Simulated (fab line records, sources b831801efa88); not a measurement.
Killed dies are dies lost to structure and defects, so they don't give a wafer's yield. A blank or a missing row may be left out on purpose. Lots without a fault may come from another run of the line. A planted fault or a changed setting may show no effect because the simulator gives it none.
One fault seen from 2 desks | flow sky130 | each desk has only its own numbers; what lay behind them comes last

THE TOOL OWNER'S DESK: implanter-01
The tool's own readings at SKY_LDD_N_IMPLANT_12: means of the sampled wafers that have a number, for each lot that ran on this tool. A lot is out of limits, marked OUT, if its mean lies more than 4 standard deviations from the usual mean; the brackets give that distance.
Columns: A = beam_energy_keV at SKY_LDD_N_IMPLANT_12, usual 50.000
lot  | first seen here | A
L293 | day 17 16:14    | 49.992
L300 | day 20 08:04    | 39.558 (-99 or more) OUT
L303 | day 21 04:55    | 39.572 (-99 or more) OUT
L312 | day 24 16:17    | 50.000
This desk's finding: out of limits on L300, L303; first on L300, day 20 08:04 (beam_energy_keV at SKY_LDD_N_IMPLANT_12). In limits: L293, L312.

THE METROLOGY DESK
What the gauges read, lot by lot, whatever tool the lot ran on: means of the sampled wafers that have a number. A lot is out of limits, marked OUT, if its mean lies more than 4 standard deviations from the usual mean; the brackets give that distance.
Columns: A = LDD_N_OVL at SKY_LDD_N_OVL_MEAS_07, usual -0.4 nm
lot  | first seen here | A
L293 | day 17 15:32    | 0.1
L300 | day 20 07:25    | -0.9
L303 | day 21 04:17    | -1.1
L311 | day 24 07:47    | -1.6
L312 | day 24 15:40    | 0.9
L313 | day 24 19:56    | -2.6
This desk's finding: nothing out of limits on any of the 6 lots.

PUT TOGETHER
The tool owner's desk could have raised an alarm at day 20 08:04, on L300, L303.
The metrology desk saw nothing out of limits.
The metrology desk has L300, L303 on record, within its limits.
Of the lots named, all ran SKY_LDD_N_IMPLANT_12 on implanter-01.

WHAT THE SIMULATOR HAD PUT IN
Process parameter drift: implanter-01, from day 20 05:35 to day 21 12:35, at SKY_LDD_N_IMPLANT_12. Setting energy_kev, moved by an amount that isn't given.
Lots struck among those shown: L300, L303.
Hours from the fault's start to each desk's first reading out of limits: the tool owner's desk, 2.
